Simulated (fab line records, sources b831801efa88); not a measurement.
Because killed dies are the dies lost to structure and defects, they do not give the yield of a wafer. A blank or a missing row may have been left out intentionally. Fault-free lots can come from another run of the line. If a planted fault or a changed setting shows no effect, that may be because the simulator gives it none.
Code-filled problem report in 8D (eight disciplines) form || flow gf180mcu || the parts of the form that need people (team, actions taken, sign-off) are left out

## 1. PROBLEM STATEMENT
Wafers free of any fault read 1196 ohm/sq (standard deviation 3.3) for LVPWELL_RS at GF_VT_IMPLANT_RS_MEAS_48, against a mean of 1158 ohm/sq on 6 wafers of 2 lots. That puts it -11 standard deviations away from the usual mean.
The step: measures by four-point-probe.
First seen on wafer L747.2, day 8 15:32, on film_metro-03. The record has a number at this step for 33 wafers belonging to 11 lots. Rule for "out", or "out of limits": more than 4 standard deviations from the usual mean. Any other wafer with a number is counted as sound.

## 2. WHAT IT IS; WHAT IT IS NOT
{"question": "which readings at this step", "is": "LVPWELL_RS", "is not": "-"}
{"question": "which lots", "is": "L747, L749", "is not": "L745, L746, L756, L757, L760, L762, L763, L764, L765"}
{"question": "which wafers of those lots", "is": "all that have a number", "is not": "-"}
{"question": "read on which gauges", "is": "film_metro-01, film_metro-03", "is not": "film_metro-04"}
{"question": "when", "is": "from day 8 15:32", "is not": "up to then (6 sound wafers); but 21 sound wafers of L756, L757, L760, L762, L763, L764, L765 came after"}

## 3. THE SUSPECTS, EACH WITH WHAT RULES IT OUT
Counting: a tool at a process step up to the reading stays a suspect if it ran every lot that is out and no sound lot after the first of them.
- ruled out: the gauge at GF_VT_IMPLANT_RS_MEAS_48. Those wafers that are out were read across 2 gauges (film_metro-01, film_metro-03).
- cmp-02 at GF_STI_CMP_25 (polishes, stops on Si3N4, t overpolish 33 s, target thk 524.6 nm): ruled out as a lasting fault. Sound lots L756, L763 ran on it after its first lot that is out, L747 (day 3 00:21).
- plasma_asher-04 at GF_DNWELL_STRIP_08 (strips in O2/N2): ruled out as a lasting fault. Sound lots L756, L757, L760, L762, L763, L764 ran on it after its first lot that is out, L747 (day 3 15:37).
- implanter-01 at GF_LVPWELL_IMPLANT_09: ruled out as a lasting fault. Sound lots L764 ran on it after its first lot that is out, L747 (day 4 19:01).
Left after counting: nothing in the record.

## 4. THE CAUSE (what the simulator had put in)
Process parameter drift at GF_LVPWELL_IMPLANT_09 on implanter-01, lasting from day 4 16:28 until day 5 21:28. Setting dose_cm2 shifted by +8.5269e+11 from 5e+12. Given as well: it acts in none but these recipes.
Counting ruled it out, wrongly: the rule takes a fault to strike every lot that its tool runs from its start on, and this one did not.

## 5. THE CHAIN OF EFFECTS, in route order
Each row: a reading whose mean over the struck wafers that have a number lies more than 3 standard deviations from the usual. Only readings for which the record gives a usual standard deviation are gone through. hours: the time from each lot's start at the first step in this table that gives one to its start at this step, as a median over the lots. sigmas: the change in usual standard deviations.
{"hours": 0, "step": "GF_LVPWELL_IMPLANT_09", "reading": "dose_ions_cm2", "usual": 4.999e+12, "on struck wafers": 5.849e+12, "change": "+8.497e+11", "sigmas": "+99 or more"}
{"hours": 0, "step": "GF_LVPWELL_IMPLANT_09", "reading": "faraday_current_uA", "usual": 28.2, "on struck wafers": 32.6, "change": "+4.4", "sigmas": "+8.4"}
{"hours": 94, "step": "GF_VT_IMPLANT_RS_MEAS_48", "reading": "LVPWELL_RS", "usual": "1196 ohm/sq", "on struck wafers": 1158, "change": -38, "sigmas": -11}
Process steps it contains:
- GF_LVPWELL_IMPLANT_09
At these later measuring or inspecting steps, every struck wafer for which the step has a row has a number for every such reading, and none has moved that far: GF_VT_IMPLANT_RS_MEAS_49.

## 6. WHAT WOULD HAVE CAUGHT IT SOONER
Counted from the fault's start at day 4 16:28, it took 95 hours until the first out-of-limits reading at a measuring or inspecting step in this record, taken at day 8 15:32.
At GF_LVPWELL_IMPLANT_09, the tool's own readings (dose_ions_cm2, faraday_current_uA) were out on each struck wafer the step has a row for, so an alarm limit on them would have fired on the first such wafer.
